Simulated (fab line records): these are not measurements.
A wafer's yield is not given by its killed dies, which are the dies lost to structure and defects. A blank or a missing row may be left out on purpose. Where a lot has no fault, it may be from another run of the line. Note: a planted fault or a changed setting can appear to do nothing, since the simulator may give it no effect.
Which tool is to blame? :: flow gf180mcu :: Sampling: 24 lots, 72 wafers, 6 of 602 route steps

## WHAT THE GAUGES READ, wafer by wafer
GF_V5_BOW_MEAS_05.
lot: L074
measured: day 28 13:12
on: film metro-01
V5_BOW (um): 149 136 118

lot: L075
measured: day 29 01:15
on: film metro-01
V5_BOW (um): 140 150 141

lot: L076
measured: day 29 02:54
on: film metro-01
V5_BOW (um): 133 125 136

lot: L077
measured: day 29 15:26
on: film metro-02
V5_BOW (um): 136 137 127

lot: L078
measured: day 30 01:10
on: film metro-03
V5_BOW (um): 141 144 132

lot: L079
measured: day 30 10:47
on: film metro-03
V5_BOW (um): 139 135 132

lot: L080
measured: day 30 13:17
on: film metro-01
V5_BOW (um): 153 151 145

lot: L081
measured: day 30 19:47
on: film metro-02
V5_BOW (um): 149 137 148

lot: L082
measured: day 30 23:51
on: film metro-02
V5_BOW (um): 135 136 132

lot: L083
measured: day 31 03:08
on: film metro-01
V5_BOW (um): 128 124 121

lot: L084
measured: day 31 10:55
on: film metro-03
V5_BOW (um): 145 130 141

lot: L085
measured: day 31 15:20
on: film metro-02
V5_BOW (um): 133 130 144

lot: L086
measured: day 32 01:00
on: film metro-02
V5_BOW (um): 127 130 118

lot: L087
measured: day 32 06:14
on: film metro-01
V5_BOW (um): 140 142 143

lot: L088
measured: day 32 14:47
on: film metro-01
V5_BOW (um): 134 132 126

lot: L089
measured: day 32 15:16
on: film metro-03
V5_BOW (um): 137 136 124

lot: L090
measured: day 33 00:12
on: film metro-01
V5_BOW (um): 135 114 103

lot: L092
measured: day 33 14:36
on: film metro-02
V5_BOW (um): 133 122 138

lot: L093
measured: day 33 15:28
on: film metro-03
V5_BOW (um): 125 123 126

lot: L094
measured: day 33 19:52
on: film metro-02
V5_BOW (um): 133 147 131

lot: L095
measured: day 34 01:50
on: film metro-02
V5_BOW (um): 143 147 144

lot: L097
measured: day 34 08:37
on: film metro-02
V5_BOW (um): 138 136 146

lot: L096
measured: day 34 11:02
on: film metro-02
V5_BOW (um): 121 132 136

lot: L091
measured: day 34 12:46
on: film metro-03
V5_BOW (um): 156 142 151

GF_PASSIVATION_BOW_MEAS_14.
lot: L074
measured: day 31 06:05
on: film metro-04
PASSIVATION_BOW (um): 150 135 119

lot: L075
measured: day 31 17:00
on: film metro-04
PASSIVATION_BOW (um): 145 154 144

lot: L076
measured: day 31 19:27
on: film metro-02
PASSIVATION_BOW (um): 130 121 132

lot: L077
measured: day 32 06:10
on: film metro-03
PASSIVATION_BOW (um): 144 147 137

lot: L078
measured: day 32 15:49
on: film metro-03
PASSIVATION_BOW (um): 151 153 141

lot: L079
measured: day 32 23:55
on: film metro-02
PASSIVATION_BOW (um): 139 135 134

lot: L080
measured: day 33 02:59
on: film metro-03
PASSIVATION_BOW (um): 156 154 151

lot: L081
measured: day 33 08:10
on: film metro-02
PASSIVATION_BOW (um): 157 147 158

lot: L082
measured: day 33 12:24
on: film metro-03
PASSIVATION_BOW (um): 138 138 136

lot: L083
measured: day 33 14:40
on: film metro-03
PASSIVATION_BOW (um): 129 125 123

lot: L084
measured: day 33 21:42
on: film metro-03
PASSIVATION_BOW (um): 149 133 145

lot: L085
measured: day 34 01:11
on: film metro-02
PASSIVATION_BOW (um): 146 141 153

lot: L086
measured: day 34 10:04
on: film metro-02
PASSIVATION_BOW (um): 131 134 123

lot: L087
measured: day 34 15:01
on: film metro-02
PASSIVATION_BOW (um): 150 148 152

lot: L088
measured: day 34 23:05
on: film metro-04
PASSIVATION_BOW (um): 137 134 127

lot: L089
measured: day 34 23:23
on: film metro-02
PASSIVATION_BOW (um): 139 135 127

lot: L090
measured: day 35 08:04
on: film metro-04
PASSIVATION_BOW (um): 135 116 106

lot: L092
measured: day 35 21:09
on: film metro-04
PASSIVATION_BOW (um): 127 118 133

lot: L093
measured: day 35 21:28
on: film metro-04
PASSIVATION_BOW (um): 128 126 129

lot: L094
measured: day 36 00:52
on: film metro-04
PASSIVATION_BOW (um): 135 149 136

lot: L095
measured: day 36 06:01
on: film metro-03
PASSIVATION_BOW (um): 145 149 148

lot: L097
measured: day 36 11:44
on: film metro-04
PASSIVATION_BOW (um): 144 144 153

lot: L096
measured: day 36 14:21
on: film metro-03
PASSIVATION_BOW (um): 118 127 134

lot: L091
measured: day 36 15:53
on: film metro-02
PASSIVATION_BOW (um): 155 141 150

## WHICH TOOL RAN EACH LOT (tool, then ch and the chambers of the sampled wafers, then the start)
lot: L074
GF_V4_SPUTTER_22: pvd sputter-02, day 26 15:28
GF_MIM_SPUTTER_03: pvd sputter-01, day 26 16:15
GF_V5_SOFTBAKE_10: litho track-04 ch 0, day 29 12:04 or earlier
GF_TOP_METAL_SPUTTER_04: pvd sputter-03, day 29 12:04

lot: L075
GF_V4_SPUTTER_22: pvd sputter-02, day 27 04:13
GF_MIM_SPUTTER_03: pvd sputter-04, day 27 05:01
GF_V5_SOFTBAKE_10: litho track-04 ch 0, day 29 23:10 or earlier
GF_TOP_METAL_SPUTTER_04: pvd sputter-04, day 29 23:10

lot: L076
GF_V4_SPUTTER_22: pvd sputter-04, day 27 06:14
GF_MIM_SPUTTER_03: pvd sputter-02, day 27 07:02
GF_V5_SOFTBAKE_10: litho track-04 ch 0, day 30 01:15 or earlier
GF_TOP_METAL_SPUTTER_04: pvd sputter-03, day 30 01:15

lot: L077
GF_V4_SPUTTER_22: pvd sputter-02, day 27 18:21
GF_MIM_SPUTTER_03: pvd sputter-04, day 27 19:09
GF_V5_SOFTBAKE_10: litho track-02 ch 0, day 30 13:11 or earlier
GF_TOP_METAL_SPUTTER_04: pvd sputter-01, day 30 13:11

lot: L078
GF_V4_SPUTTER_22: pvd sputter-04, day 28 03:51
GF_MIM_SPUTTER_03: pvd sputter-01, day 28 04:39
GF_V5_SOFTBAKE_10: litho track-02 ch 0, day 30 22:55 or earlier
GF_TOP_METAL_SPUTTER_04: pvd sputter-04, day 30 22:55

lot: L079
GF_V4_SPUTTER_22: pvd sputter-03, day 28 14:30
GF_MIM_SPUTTER_03: pvd sputter-01, day 28 15:25
GF_V5_SOFTBAKE_10: litho track-04 ch 0, day 31 07:11 or earlier
GF_TOP_METAL_SPUTTER_04: pvd sputter-01, day 31 07:11

lot: L080
GF_V4_SPUTTER_22: pvd sputter-04, day 28 17:18
GF_MIM_SPUTTER_03: pvd sputter-01, day 28 18:05
GF_V5_SOFTBAKE_10: litho track-03 ch 0, day 31 10:35 or earlier
GF_TOP_METAL_SPUTTER_04: pvd sputter-01, day 31 10:35

lot: L081
GF_V4_SPUTTER_22: pvd sputter-04, day 28 22:03
GF_MIM_SPUTTER_03: pvd sputter-04, day 28 22:50
GF_V5_SOFTBAKE_10: litho track-03 ch 0, day 31 16:38 or earlier
GF_TOP_METAL_SPUTTER_04: pvd sputter-03, day 31 16:38

lot: L082
GF_V4_SPUTTER_22: pvd sputter-04, day 29 04:32
GF_MIM_SPUTTER_03: pvd sputter-04, day 29 05:20
GF_V5_SOFTBAKE_10: litho track-02 ch 0, day 31 20:56 or earlier
GF_TOP_METAL_SPUTTER_04: pvd sputter-03, day 31 20:56

lot: L083
GF_V4_SPUTTER_22: pvd sputter-04, day 29 08:31
GF_MIM_SPUTTER_03: pvd sputter-01, day 29 09:18
GF_V5_SOFTBAKE_10: litho track-03 ch 0, day 32 00:07 or earlier
GF_TOP_METAL_SPUTTER_04: pvd sputter-04, day 32 00:07

lot: L084
GF_V4_SPUTTER_22: pvd sputter-03, day 29 16:08
GF_MIM_SPUTTER_03: pvd sputter-02, day 29 16:55
GF_V5_SOFTBAKE_10: litho track-02 ch 0, day 32 07:25 or earlier
GF_TOP_METAL_SPUTTER_04: pvd sputter-04, day 32 07:25

lot: L085
GF_V4_SPUTTER_22: pvd sputter-03, day 29 21:43
GF_MIM_SPUTTER_03: pvd sputter-04, day 29 22:31
GF_V5_SOFTBAKE_10: litho track-03 ch 0, day 32 11:22 or earlier
GF_TOP_METAL_SPUTTER_04: pvd sputter-04, day 32 11:22

lot: L086
GF_V4_SPUTTER_22: pvd sputter-03, day 30 07:09
GF_MIM_SPUTTER_03: pvd sputter-04, day 30 07:56
GF_V5_SOFTBAKE_10: litho track-02 ch 0, day 32 21:13 or earlier
GF_TOP_METAL_SPUTTER_04: pvd sputter-03, day 32 21:13

lot: L087
GF_V4_SPUTTER_22: pvd sputter-02, day 30 13:26
GF_MIM_SPUTTER_03: pvd sputter-04, day 30 14:13
GF_V5_SOFTBAKE_10: litho track-02 ch 0, day 33 02:20 or earlier
GF_TOP_METAL_SPUTTER_04: pvd sputter-04, day 33 02:20

lot: L088
GF_V4_SPUTTER_22: pvd sputter-02, day 30 20:49
GF_MIM_SPUTTER_03: pvd sputter-02, day 30 22:35
GF_V5_SOFTBAKE_10: litho track-02 ch 0, day 33 10:20 or earlier
GF_TOP_METAL_SPUTTER_04: pvd sputter-03, day 33 10:20

lot: L089
GF_V4_SPUTTER_22: pvd sputter-02, day 30 21:26
GF_MIM_SPUTTER_03: pvd sputter-01, day 30 22:38
GF_V5_SOFTBAKE_10: litho track-03 ch 0, day 33 10:41 or earlier
GF_TOP_METAL_SPUTTER_04: pvd sputter-04, day 33 10:41

lot: L090
GF_V4_SPUTTER_22: pvd sputter-02, day 31 07:29
GF_MIM_SPUTTER_03: pvd sputter-04, day 31 08:17
GF_V5_SOFTBAKE_10: litho track-03 ch 0, day 33 19:26 or earlier
GF_TOP_METAL_SPUTTER_04: pvd sputter-04, day 33 19:26

lot: L092
GF_V4_SPUTTER_22: pvd sputter-03, day 32 00:03
GF_MIM_SPUTTER_03: pvd sputter-01, day 32 00:50
GF_V5_SOFTBAKE_10: litho track-04 ch 0, day 34 09:40 or earlier
GF_TOP_METAL_SPUTTER_04: pvd sputter-03, day 34 09:40

lot: L093
GF_V4_SPUTTER_22: pvd sputter-04, day 32 00:24
GF_MIM_SPUTTER_03: pvd sputter-04, day 32 01:26
GF_V5_SOFTBAKE_10: litho track-02 ch 0, day 34 09:58 or earlier
GF_TOP_METAL_SPUTTER_04: pvd sputter-01, day 34 09:58

lot: L094
GF_V4_SPUTTER_22: pvd sputter-04, day 32 05:17
GF_MIM_SPUTTER_03: pvd sputter-02, day 32 06:04
GF_V5_SOFTBAKE_10: litho track-04 ch 0, day 34 14:23 or earlier
GF_TOP_METAL_SPUTTER_04: pvd sputter-04, day 34 14:23

lot: L095
GF_V4_SPUTTER_22: pvd sputter-02, day 32 12:11
GF_MIM_SPUTTER_03: pvd sputter-01, day 32 12:59
GF_V5_SOFTBAKE_10: litho track-03 ch 0, day 34 20:11 or earlier
GF_TOP_METAL_SPUTTER_04: pvd sputter-01, day 34 20:11

lot: L097
GF_V4_SPUTTER_22: pvd sputter-03, day 32 18:59
GF_MIM_SPUTTER_03: pvd sputter-02, day 32 19:46
GF_V5_SOFTBAKE_10: litho track-04 ch 0, day 35 02:53 or earlier
GF_TOP_METAL_SPUTTER_04: pvd sputter-01, day 35 02:53

lot: L096
GF_V4_SPUTTER_22: pvd sputter-04, day 32 22:04
GF_MIM_SPUTTER_03: pvd sputter-04, day 32 22:51
GF_V5_SOFTBAKE_10: litho track-04 ch 0, day 35 05:02 or earlier
GF_TOP_METAL_SPUTTER_04: pvd sputter-03, day 35 05:02

lot: L091
GF_V4_SPUTTER_22: pvd sputter-02, day 32 23:19
GF_MIM_SPUTTER_03: pvd sputter-01, day 33 00:06
GF_V5_SOFTBAKE_10: litho track-04 ch 0, day 35 06:14 or earlier
GF_TOP_METAL_SPUTTER_04: pvd sputter-03, day 35 06:14
- GF_V4_SPUTTER_22: material TiN, target thk 10 nm, time 40 s.
- GF_MIM_SPUTTER_03: material Ti, target thk 10 nm, time 6.7 s.
- GF_V5_SOFTBAKE_10: time 60.8 s.
- GF_TOP_METAL_SPUTTER_04: material TiN, target thk 25 nm, time 20.8 s.

## WHAT THE TOOLS THEMSELVES READ (means of the sampled wafers that have a number; where no wafer has one, the mark that the record gives instead)
GF_V4_SPUTTER_22.
lot: L074
tool: pvd sputter-02
throttle valve pct (%): 29.3

lot: L075
tool: pvd sputter-02
throttle valve pct (%): 29.0

lot: L076
tool: pvd sputter-04
throttle valve pct (%): 30.2

lot: L077
tool: pvd sputter-02
throttle valve pct (%): 30.1

lot: L078
tool: pvd sputter-04
throttle valve pct (%): 31.7

lot: L079
tool: pvd sputter-03
throttle valve pct (%): 28.5

lot: L080
tool: pvd sputter-04
throttle valve pct (%): 29.7

lot: L081
tool: pvd sputter-04
throttle valve pct (%): 30.6

lot: L082
tool: pvd sputter-04
throttle valve pct (%): 30.5

lot: L083
tool: pvd sputter-04
throttle valve pct (%): 30.8

lot: L084
tool: pvd sputter-03
throttle valve pct (%): 29.0

lot: L085
tool: pvd sputter-03
throttle valve pct (%): 29.1

lot: L086
tool: pvd sputter-03
throttle valve pct (%): 29.5

lot: L087
tool: pvd sputter-02
throttle valve pct (%): 30.0

lot: L088
tool: pvd sputter-02
throttle valve pct (%): 28.9

lot: L089
tool: pvd sputter-02
throttle valve pct (%): 28.4

lot: L090
tool: pvd sputter-02
throttle valve pct (%): 29.3

lot: L092
tool: pvd sputter-03
throttle valve pct (%): 28.9

lot: L093
tool: pvd sputter-04
throttle valve pct (%): 30.7

lot: L094
tool: pvd sputter-04
throttle valve pct (%): 30.6

lot: L095
tool: pvd sputter-02
throttle valve pct (%): 30.0

lot: L097
tool: pvd sputter-03
throttle valve pct (%): 28.9

lot: L096
tool: pvd sputter-04
throttle valve pct (%): 30.6

lot: L091
tool: pvd sputter-02
throttle valve pct (%): 29.3

GF_MIM_SPUTTER_03.
lot: L074
tool: pvd sputter-01
throttle valve pct (%): 29.8

lot: L075
tool: pvd sputter-04
throttle valve pct (%): 29.7

lot: L076
tool: pvd sputter-02
throttle valve pct (%): 28.2

lot: L077
tool: pvd sputter-04
throttle valve pct (%): 30.8

lot: L078
tool: pvd sputter-01
throttle valve pct (%): 29.7

lot: L079
tool: pvd sputter-01
throttle valve pct (%): 29.7

lot: L080
tool: pvd sputter-01
throttle valve pct (%): 30.2

lot: L081
tool: pvd sputter-04
throttle valve pct (%): 30.6

lot: L082
tool: pvd sputter-04
throttle valve pct (%): 30.7

lot: L083
tool: pvd sputter-01
throttle valve pct (%): 30.2

lot: L084
tool: pvd sputter-02
throttle valve pct (%): 28.2

lot: L085
tool: pvd sputter-04
throttle valve pct (%): 30.9

lot: L086
tool: pvd sputter-04
throttle valve pct (%): 28.9

lot: L087
tool: pvd sputter-04
throttle valve pct (%): 30.0

lot: L088
tool: pvd sputter-02
throttle valve pct (%): 29.0

lot: L089
tool: pvd sputter-01
throttle valve pct (%): 29.9

lot: L090
tool: pvd sputter-04
throttle valve pct (%): 29.5

lot: L092
tool: pvd sputter-01
throttle valve pct (%): 30.3

lot: L093
tool: pvd sputter-04
throttle valve pct (%): 29.5

lot: L094
tool: pvd sputter-02
throttle valve pct (%): 29.1

lot: L095
tool: pvd sputter-01
throttle valve pct (%): 29.9

lot: L097
tool: pvd sputter-02
throttle valve pct (%): 30.1

lot: L096
tool: pvd sputter-04
throttle valve pct (%): 29.6

lot: L091
tool: pvd sputter-01
throttle valve pct (%): 30.5

GF_V5_SOFTBAKE_10.
lot: L074
tool: litho track-04
chill plate temp C (C): 22.98
exhaust pa (Pa): 44.5
plate sensor t centre C (C): 131.02
plate sensor t edge C (C): 131.22

lot: L075
tool: litho track-04
chill plate temp C (C): 22.90
exhaust pa (Pa): 43.9
plate sensor t centre C (C): 131.02
plate sensor t edge C (C): 131.22

lot: L076
tool: litho track-04
chill plate temp C (C): 22.91
exhaust pa (Pa): 44.4
plate sensor t centre C (C): 131.02
plate sensor t edge C (C): 131.21

lot: L077
tool: litho track-02
chill plate temp C (C): 23.01
exhaust pa (Pa): 45.5
plate sensor t centre C (C): 131.01
plate sensor t edge C (C): 131.22

lot: L078
tool: litho track-02
chill plate temp C (C): 22.99
exhaust pa (Pa): 45.6
plate sensor t centre C (C): 131.02
plate sensor t edge C (C): 131.22

lot: L079
tool: litho track-04
chill plate temp C (C): 22.87
exhaust pa (Pa): 44.2
plate sensor t centre C (C): 131.01
plate sensor t edge C (C): 131.21

lot: L080
tool: litho track-03
chill plate temp C (C): 23.06
exhaust pa (Pa): 45.1
plate sensor t centre C (C): 131.01
plate sensor t edge C (C): 131.21

lot: L081
tool: litho track-03
chill plate temp C (C): 22.86
exhaust pa (Pa): 44.7
plate sensor t centre C (C): 131.01
plate sensor t edge C (C): 131.21

lot: L082
tool: litho track-02
chill plate temp C (C): 22.97
exhaust pa (Pa): 45.7
plate sensor t centre C (C): 131.01
plate sensor t edge C (C): 131.21

lot: L083
tool: litho track-03
chill plate temp C (C): 22.86
exhaust pa (Pa): 45.1
plate sensor t centre C (C): 131.01
plate sensor t edge C (C): 131.20

lot: L084
tool: litho track-02
chill plate temp C (C): 23.02
exhaust pa (Pa): 46.2
plate sensor t centre C (C): 131.02
plate sensor t edge C (C): 131.21

lot: L085
tool: litho track-03
chill plate temp C (C): 22.97
exhaust pa (Pa): 44.0
plate sensor t centre C (C): 131.01
plate sensor t edge C (C): 131.21

lot: L086
tool: litho track-02
chill plate temp C (C): 23.00
exhaust pa (Pa): 43.9
plate sensor t centre C (C): 131.01
plate sensor t edge C (C): 131.20

lot: L087
tool: litho track-02
chill plate temp C (C): 23.08
exhaust pa (Pa): 44.4
plate sensor t centre C (C): 131.01
plate sensor t edge C (C): 131.22

lot: L088
tool: litho track-02
chill plate temp C (C): 22.99
exhaust pa (Pa): 44.5
plate sensor t centre C (C): 131.01
plate sensor t edge C (C): 131.20

lot: L089
tool: litho track-03
chill plate temp C (C): 22.93
exhaust pa (Pa): 44.8
plate sensor t centre C (C): 131.02
plate sensor t edge C (C): 131.21

lot: L090
tool: litho track-03
chill plate temp C (C): 22.92
exhaust pa (Pa): 45.1
plate sensor t centre C (C): 131.01
plate sensor t edge C (C): 131.20

lot: L092
tool: litho track-04
chill plate temp C (C): 22.89
exhaust pa (Pa): 44.6
plate sensor t centre C (C): 131.02
plate sensor t edge C (C): 131.21

lot: L093
tool: litho track-02
chill plate temp C (C): 23.02
exhaust pa (Pa): 44.9
plate sensor t centre C (C): 131.02
plate sensor t edge C (C): 131.21

lot: L094
tool: litho track-04
chill plate temp C (C): 22.96
exhaust pa (Pa): 43.5
plate sensor t centre C (C): 131.02
plate sensor t edge C (C): 131.22

lot: L095
tool: litho track-03
chill plate temp C (C): 23.06
exhaust pa (Pa): 44.6
plate sensor t centre C (C): 131.01
plate sensor t edge C (C): 131.21

lot: L097
tool: litho track-04
chill plate temp C (C): 23.07
exhaust pa (Pa): 45.5
plate sensor t centre C (C): 131.02
plate sensor t edge C (C): 131.21

lot: L096
tool: litho track-04
chill plate temp C (C): 23.09
exhaust pa (Pa): 45.3
plate sensor t centre C (C): 131.01
plate sensor t edge C (C): 131.21

lot: L091
tool: litho track-04
chill plate temp C (C): 22.79
exhaust pa (Pa): 44.4
plate sensor t centre C (C): 131.02
plate sensor t edge C (C): 131.21

GF_TOP_METAL_SPUTTER_04.
lot: L074
tool: pvd sputter-03
throttle valve pct (%): 28.9

lot: L075
tool: pvd sputter-04
throttle valve pct (%): 30.8

lot: L076
tool: pvd sputter-03
throttle valve pct (%): 29.7

lot: L077
tool: pvd sputter-01
throttle valve pct (%): 30.2

lot: L078
tool: pvd sputter-04
throttle valve pct (%): 29.9

lot: L079
tool: pvd sputter-01
throttle valve pct (%): 30.5

lot: L080
tool: pvd sputter-01
throttle valve pct (%): 30.0

lot: L081
tool: pvd sputter-03
throttle valve pct (%): 29.1

lot: L082
tool: pvd sputter-03
throttle valve pct (%): 29.0

lot: L083
tool: pvd sputter-04
throttle valve pct (%): 30.7

lot: L084
tool: pvd sputter-04
throttle valve pct (%): 30.9

lot: L085
tool: pvd sputter-04
throttle valve pct (%): 30.6

lot: L086
tool: pvd sputter-03
throttle valve pct (%): 29.7

lot: L087
tool: pvd sputter-04
throttle valve pct (%): 30.0

lot: L088
tool: pvd sputter-03
throttle valve pct (%): 29.7

lot: L089
tool: pvd sputter-04
throttle valve pct (%): 30.2

lot: L090
tool: pvd sputter-04
throttle valve pct (%): 29.0

lot: L092
tool: pvd sputter-03
throttle valve pct (%): 29.5

lot: L093
tool: pvd sputter-01
throttle valve pct (%): 29.4

lot: L094
tool: pvd sputter-04
throttle valve pct (%): 30.7

lot: L095
tool: pvd sputter-01
throttle valve pct (%): 30.0

lot: L097
tool: pvd sputter-01
throttle valve pct (%): 29.8

lot: L096
tool: pvd sputter-03
throttle valve pct (%): 28.4

lot: L091
tool: pvd sputter-03
throttle valve pct (%): 29.8

## THE ANSWER, worked out from the rows above alone
Rule: the lots themselves supply what counts as usual. The widest of any qualifying gaps counts: lots, ordered by their means at a reading, are off when they make up no more than a third of the lots, leave a main group of 4 or more, and stand apart from it by 3 or more times the standard deviation of that group's means. A main group is skipped when, at the precision printed for the reading in the tables above, its means are all equal. Also off: a lot with no number at a reading for which 4 or more lots have one. Where the step has rows for the other lots, those lots are counted as sound. After the gauges, taken in route order, come the tools' own readings; for these a lot's mean is taken, as printed above. At the first step where some lot is off, the reading lying furthest off is the one used; lots without a number count as furthest.
Across all readings shown, no lot is off: no conclusion can be drawn from this.

## WHAT WAS PUT IN BY THE SIMULATOR
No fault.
